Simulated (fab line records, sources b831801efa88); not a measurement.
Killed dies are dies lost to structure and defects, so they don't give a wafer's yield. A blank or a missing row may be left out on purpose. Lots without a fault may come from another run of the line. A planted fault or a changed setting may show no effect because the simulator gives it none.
fab line records | flow sky130
record lots=5 wafers=15 last_day=50
route steps=708 shown PAD_OPEN@699
lots that met no fault: from a run of the same line without faults
start_h: hours from the record's first day to the start of the lot's first wafer shown | wait_h: hours since the lot's step before | " the same as in the row above | L1.1+2: a row that stands for several wafers | - no value, or no start given | * or withheld: withheld | < > ~ a bound
route shown NAME@n: a module of which the file shows steps, and the number in the route of the first | usual: mean/standard deviation of fault-free wafers | same: alike in all rows | chamber/n: place in a boat | sites: the reading at each site | _std_site: their standard deviation | _edge_site: outer sites' mean less inner sites' | radius_mm: how far each site lies from the wafer's centre | mask NAME#n: copy n | behind: the tool/chamber that last shaped the wafer | hold: why the lot was held/for how many hours/how that ended | device: the transistor (n, p or np) that didn't switch | end of line: the same wafers' tests at the end of the route | a step without rows: its recipe alone | killed: dies lost to structure and defects at the first sort, not the wafer's yield | map: a wafer's dies, x killed, . not, _ none there
set.NAME: the setting as run; set.NAME@STEP: as run at that earlier step | model.NAME: the simulator's own value behind a step, which no gauge read
lots at some steps of the route; a table a step, a row a wafer
services: from which hour (start_h, from the record's first day; less than 0 if before it) a tool's chamber was out of use, for how many hours, and why
## steps
# step SKY_PAD_OPEN_PEB_05
# recipe temp_c=115 time_s=withheld
# columns lot.wafer tool chamber start_h wait_h
L083.3+4+5 litho_track-04 0 - -
L086.2+5+6 litho_track-02 0 - -
L088.2+5+6 litho_track-02 0 - -
L091.2+4+6 litho_track-01 0 - -
L096.1+2+6 litho_track-02 0 - -
# step SKY_PAD_OPEN_DEVELOP_06
# recipe develop_time_s=60 dev_temp_c=23
# columns lot.wafer tool chamber start_h wait_h
L083.3+4+5 litho_track-04 0 - -
L086.2+5+6 litho_track-02 0 - -
L088.2+5+6 litho_track-02 0 - -
L091.2+4+6 litho_track-01 0 - -
L096.1+2+6 litho_track-02 0 - -
# step SKY_PAD_OPEN_ETCH_07
# recipe chemistry=CF4/O2 target_depth_nm=725 stop_on=AlCu source_w=800 bias_w=150 pressure_mtorr=150 cf4_flow_sccm=80 O2_flow_sccm=10 time_s=161.1
# usual drypump_motor_current_A=5.7/0.43 oes_product_au=0.977/0.0075 throttle_valve_pct=5.964/0.0085
# columns lot.wafer tool chamber start_h wait_h drypump_motor_current_A oes_product_au rf_hours_counter_h throttle_valve_pct
L083.3 rie_diel-04 1 1125.59 - 5.5 0.964 24 5.981
L083.4 " 0 " " 5.3 0.985 24 5.956
L083.5 " 0 " " 5.3 0.974 - 5.962
L086.2 rie_diel-03 2 1144.44 - 5.7 0.980 18 5.976
L086.5 " 2 " " 5.7 0.987 - 5.968
L086.6 " 3 " " 6.1 0.989 - 5.966
L088.2 rie_diel-03 2 1156.69 - 5.7 0.961 18 5.953
L088.5 " 2 " " 5.6 0.981 - 5.947
L088.6 " 1 " " 4.9 0.986 - 5.966
L091.2 rie_diel-03 2 1187.36 - 5.7 0.972 19 5.969
L091.4 " 3 " " 6.1 0.965 - 5.956
L091.6 " 2 " " 5.7 0.977 - 5.963
L096.1 rie_diel-03 3 1192.79 - 6.1 0.976 3 5.958
L096.2 " 0 " " 6.5 0.976 11 5.967
L096.6 " 2 " " 5.7 0.981 - 5.964
# step SKY_PAD_OPEN_STRIP_08
# recipe chemistry=O2/N2 power_w=1400 pressure_mtorr=1500 platen_temp_c=withheld overash_fraction=0.7 o2_flow_sccm=3000 n2_flow_sccm=300
# usual drypump_motor_current_A=5.8/0.36 o2_flow_sccm=2998/8.6 oes_product_au=0.662/0.0043 strip_time_to_endpoint_s=37.04/0.11
# columns lot.wafer tool chamber start_h wait_h drypump_motor_current_A o2_flow_sccm oes_product_au rf_hours_counter_h strip_time_to_endpoint_s
L083.3 plasma_asher-02 0 1125.73 0.1 6.2 2993 0.666 - 37.25
L083.4 " 1 " " 5.6 3002 0.666 - 37.23
L083.5 " 1 " " 5.6 3005 0.654 - 37.19
L086.2 plasma_asher-02 0 1144.54 0.1 6.2 2995 0.660 8 37.10
L086.5 " 0 " " 6.2 3002 0.670 - 37.05
L086.6 " 1 " " 5.6 2995 0.660 - 37.10
L088.2 plasma_asher-03 0 1156.79 0.1 6.2 3006 0.660 100 37.14
L088.5 " 0 " " 6.2 2982 0.662 - 36.95
L088.6 " 1 " " 5.3 3006 0.661 - 37.12
L091.2 plasma_asher-02 0 1187.47 0.1 6.2 2987 0.661 12 37.22
L091.4 " 0 " " 6.2 2992 0.666 - 37.16
L091.6 " 0 " " 6.2 2981 0.666 - 37.28
L096.1 plasma_asher-02 1 1192.89 0.1 5.6 2985 0.668 13 37.06
L096.2 " 0 " " 6.2 2994 0.657 13 37.08
L096.6 " 1 " " 5.6 2990 0.659 - 37.11
# step SKY_PAD_OPEN_STRIP_09
# recipe chemistry=post_etch_residue_remover time_s=1200 temp_c=72.5
# columns lot.wafer tool chamber start_h wait_h
L083.3+4+5 wet_bench-03 3 1125.80 0.0
L086.2+5+6 wet_bench-03 3 1144.64 0.1
L088.2+5+6 wet_bench-01 1 1156.92 0.1
L091.2+4+6 wet_bench-01 3 1187.57 0.1
L096.1+2+6 wet_bench-04 0 1192.99 0.1
# step SKY_PAD_OPEN_CLEAN_10
# recipe chemistry=IPA time_s=180 temp_c=25
# columns lot.wafer tool chamber start_h wait_h
L083.3+4+5 wet_bench-01 0 1126.14 0.0
L086.2+5+6 wet_bench-01 3 1144.99 0.0
L088.2+5+6 wet_bench-01 3 1157.26 0.0
L091.2+4+6 wet_bench-04 2 1187.91 0.0
L096.1+2+6 wet_bench-04 0 1193.37 0.0
# step SKY_PAD_OPEN_CLEAN_11
# recipe chemistry=O3/DIW dry=n2_spin
# columns lot.wafer tool chamber start_h wait_h
L083.3+4+5 wet_bench-04 1 1126.20 0.0
L086.2+5+6 wet_bench-04 2 1145.05 0.0
L088.2+5+6 wet_bench-01 1 1157.32 0.0
L091.2+4+6 wet_bench-01 0 1187.97 0.0
L096.1+2+6 wet_bench-04 0 1193.43 0.0
# step SKY_PAD_OPEN_ANNEAL_12
# recipe temp_c=400 time_s=withheld ambient=N2/H2 idle_temp_c=300 ramp_up_c_per_min=8 ramp_down_c_per_min=4
# columns lot.wafer tool chamber start_h wait_h
L083.3+4+5 furnace-01 0 1126.30 0.0
L086.2+5+6 furnace-02 0 1145.14 0.0
L088.2+5+6 furnace-02 0 1157.41 0.0
L091.2+4+6 furnace-02 0 1188.07 0.0
L096.1+2+6 furnace-01 0 1193.53 0.0
# step SKY_PAD_OPEN_BOW_MEAS_13
# recipe mode=bow
# usual PAD_OPEN_BOW=48/9.1
# columns lot.wafer tool chamber start_h wait_h PAD_OPEN_BOW[um]
L083.3 film_metro-02 - 1127.84 - 52
L083.4 " - " " 51
L083.5 " - " " 70
L086.2 film_metro-04 - 1146.66 - 46
L086.5 " - " " 45
L086.6 " - " " 46
L088.2 film_metro-02 - 1158.93 - 29
L088.5 " - " " 42
L088.6 " - " " 33
L091.2 film_metro-04 - 1189.59 - 36
L091.4 " - " " 53
L091.6 " - " " 36
L096.1 film_metro-02 - 1195.03 - 44
L096.2 " - " " 51
L096.6 " - " " 55
# step SKY_PAD_OPEN_PROBE_99
# usual defect_limited_yield=82.6/1.8 killed_at_M0_to_M3=44/6.3 killed_at_M4_up=2.8/1.7 killed_at_contacts=25/5.8 killed_at_front_end=14/4.4 killed_at_other=0.3/0.49 killed_dies=86/8.7 killed_on_rim=17/4.3 killed_open=48/5.8 killed_short=38/6 sort_bin_3_pad_short=0.8/0.39 sort_bin_5_function=10.4/1.4 sort_bin_6_memory=6.2/1.1 sort_n_pass=406/8.7 sort_yield_pct=82.6/1.8
# same gross_dies=492 killed_at_back_side=0 sort_bin_4_leakage[%]=0 sort_bin_8_speed[%]=0
# columns lot.wafer tool chamber start_h wait_h defect_limited_yield[%] killed_at_M0_to_M3 killed_at_M4_up killed_at_contacts killed_at_front_end killed_at_other killed_dies killed_on_rim killed_open killed_short sort_bin_3_pad_short[%] sort_bin_5_function[%] sort_bin_6_memory[%] sort_n_pass sort_yield_pct[%]
L086.2 prober-02 - 1146.81 0.1 85.2 40 0 27 6 0 73 13 39 34 0.8 9.1 4.9 419 85.2
L086.5 prober-02 - 1146.96 0.2 86.2 28 5 24 10 1 68 13 32 36 0.6 9.1 4.1 424 86.2
L086.6 prober-02 - 1147.01 0.2 82.7 42 4 24 14 1 85 16 50 35 1.2 10.8 5.3 407 82.7
L088.2 prober-02 - 1159.08 0.1 83.9 31 4 30 13 1 79 14 45 34 0.6 9.3 6.1 413 83.9
L088.5 prober-02 - 1159.23 0.2 81.7 52 0 18 19 1 90 22 47 43 0.6 10.4 7.3 402 81.7
L088.6 prober-02 - 1159.28 0.2 80.3 52 5 23 17 0 97 23 49 48 1.4 12.0 6.3 395 80.3
L091.2 prober-02 - 1189.74 0.1 80.7 47 4 23 21 0 95 15 50 45 1.2 11.4 6.7 397 80.7
L091.4 prober-02 - 1189.84 0.2 82.5 38 6 27 15 0 86 16 43 43 1.0 8.7 7.7 406 82.5
L091.6 prober-02 - 1189.94 0.2 80.1 39 4 30 25 0 98 28 55 43 1.0 11.0 7.9 394 80.1
L096.1 prober-01 - 1195.15 0.1 80.5 54 3 23 15 1 96 19 48 48 0.8 12.6 6.1 396 80.5
L096.2 prober-01 - 1195.20 0.1 84.3 41 1 19 16 0 77 15 53 24 0.8 8.7 6.1 415 84.3
L096.6 prober-01 - 1195.40 0.2 84.6 41 6 18 11 0 76 14 40 36 1.4 9.8 4.3 416 84.6
# killed by level:class
L086.2 VIA1:geometric_particle:open=8 LI_CONTACT:geometric_particle:open=7 CONTACT:geometric_particle:short=7 CONTACT:geometric_particle:open=6 VIA3:geometric_particle:open=6 VIA2:geometric_particle:open=5 METAL1:geometric_particle:short=5 LI_CONTACT:geometric_particle:short=4
L086.5 VIA1:geometric_particle:open=8 CONTACT:geometric_particle:short=7 CONTACT:geometric_particle:open=7 LI_CONTACT:geometric_particle:open=6 VIA1:geometric_particle:short=4 METAL4:geometric_particle:short=4 FIELD_ISO:geometric_particle:short=3 METAL2:geometric_particle:short=3
L086.6 VIA1:geometric_particle:open=16 VIA3:geometric_particle:open=7 LI_CONTACT:geometric_particle:open=6 LOCAL_INTERCONNECT:geometric_particle:short=6 VIA2:geometric_particle:open=6 CONTACT:geometric_particle:open=5 FIELD_ISO:geometric_particle:open=4 METAL4:geometric_particle:short=4
L088.2 LI_CONTACT:geometric_particle:open=10 CONTACT:geometric_particle:open=8 VIA2:geometric_particle:open=6 LOCAL_INTERCONNECT:geometric_particle:short=5 VIA1:geometric_particle:open=5 FIELD_ISO:geometric_particle:open=4 METAL4:geometric_particle:short=4 POLY_GATE:geometric_particle:open=4
L088.5 VIA2:geometric_particle:open=11 METAL1:geometric_particle:short=9 VIA1:geometric_particle:open=9 METAL2:geometric_particle:short=8 FIELD_ISO:geometric_particle:short=7 LI_CONTACT:geometric_particle:open=7 CONTACT:geometric_particle:open=7 POLY_GATE:geometric_particle:short=4
L088.6 VIA3:geometric_particle:open=11 CONTACT:geometric_particle:open=8 VIA1:geometric_particle:open=8 CONTACT:geometric_particle:short=7 METAL1:geometric_particle:short=7 VIA1:geometric_particle:short=7 POLY_GATE:geometric_particle:open=6 VIA2:geometric_particle:open=5
L091.2 CONTACT:geometric_particle:open=10 VIA1:geometric_particle:open=8 VIA2:geometric_particle:open=8 METAL2:geometric_particle:short=7 FIELD_ISO:geometric_particle:open=6 CONTACT:geometric_particle:short=6 VIA3:geometric_particle:open=6 METAL1:geometric_particle:short=5
L091.4 CONTACT:geometric_particle:open=9 LI_CONTACT:geometric_particle:open=7 METAL2:geometric_particle:short=6 VIA2:geometric_particle:open=5 METAL1:geometric_particle:short=5 VIA1:geometric_particle:open=5 METAL4:geometric_particle:short=5 POLY_GATE:geometric_particle:open=4
L091.6 LI_CONTACT:geometric_particle:open=10 VIA3:geometric_particle:open=9 VIA2:geometric_particle:open=9 FIELD_ISO:geometric_particle:short=7 VIA1:geometric_particle:open=7 CONTACT:geometric_particle:open=6 LOCAL_INTERCONNECT:geometric_particle:short=6 FIELD_ISO:geometric_particle:open=5
L096.1 METAL1:geometric_particle:short=12 VIA1:geometric_particle:open=9 VIA1:geometric_particle:short=8 VIA2:geometric_particle:open=7 POLY_GATE:geometric_particle:open=6 LI_CONTACT:geometric_particle:open=6 CONTACT:geometric_particle:open=6 VIA3:geometric_particle:open=6
L096.2 VIA3:geometric_particle:open=12 CONTACT:geometric_particle:open=11 VIA1:geometric_particle:open=11 METAL1:geometric_particle:short=5 POLY_GATE:geometric_particle:open=4 VIA2:geometric_particle:open=4 SPACER:geometric_particle:open=3 LI_CONTACT:geometric_particle:open=3
L096.6 CONTACT:geometric_particle:open=9 VIA1:geometric_particle:open=8 VIA1:geometric_particle:short=6 METAL4:geometric_particle:short=6 VIA2:geometric_particle:short=5 VIA2:geometric_particle:open=4 LI_CONTACT:geometric_particle:open=4 METAL2:geometric_particle:short=4
## services
# columns tool chamber start_h hours kind
rie_diel-03 3 1103.09 - clean
rie_diel-03 3 1103.09 22.5 scheduled_down
rie_diel-03 3 1103.09 22.5 vent_cycle
rie_diel-03 1 1103.44 6.7 repair
rie_diel-04 1 1105.84 9.4 repair
furnace-02 - 1115.04 4.4 pm
plasma_asher-03 - 1120.26 3.7 repair
furnace-01 - 1121.80 4.2 pm
rie_diel-03 - 1128.02 2.8 pm
rie_diel-03 1 1140.77 6.7 repair
wet_bench-03 - 1173.42 1.4 repair
## key
fault none
